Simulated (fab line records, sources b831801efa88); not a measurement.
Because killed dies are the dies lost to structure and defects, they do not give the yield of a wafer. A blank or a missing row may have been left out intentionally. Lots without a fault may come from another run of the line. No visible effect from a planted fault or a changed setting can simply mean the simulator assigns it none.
Which of the tools did it? ; flow gf180mcu ; 7 lots, 21 wafers sampled, at 1 step of a route of 602

## WHAT EACH GAUGE READ, for each wafer
GF_V4_THK_MEAS_01.
lot;measured;on;V4_CVD_00_THK (nm)
L287;day 24 05:12;filmMetro-02;590 598 598
L290;day 25 09:02;filmMetro-02;613 604 609
L296;day 27 07:04;filmMetro-02;603 597 605
L300;day 28 08:58;filmMetro-04;598 600 607
L302;day 29 00:35;filmMetro-02;597 599 589
L304;day 29 21:00;filmMetro-04;584 581 587
L308;day 30 20:31;filmMetro-04;598 597 604

## WHICH TOOL RAN EACH LOT (tool, then ch and the chambers of the sampled wafers, then the start)
Before these readings, the record contains no process step.

## THE ANSWER, worked out from the rows above alone
Rule: the lots themselves supply what counts as usual. Put in order of their means at a reading, lots are off if they are a third of the lots or fewer, leave a main group of 4 or more, and stand apart from it by a gap of 3 or more times the standard deviation of the main group's means; of several such gaps the widest counts. A main group whose means are all the same, to the digits that the tables above print for the reading, isn't used. Also off: a lot with no number at a reading for which 4 or more lots have one. Where the step has rows for the other lots, those lots are counted as sound.
No lot is off at any reading shown: from this, nothing can be told.

## WHAT THE SIMULATOR HAD INSERTED
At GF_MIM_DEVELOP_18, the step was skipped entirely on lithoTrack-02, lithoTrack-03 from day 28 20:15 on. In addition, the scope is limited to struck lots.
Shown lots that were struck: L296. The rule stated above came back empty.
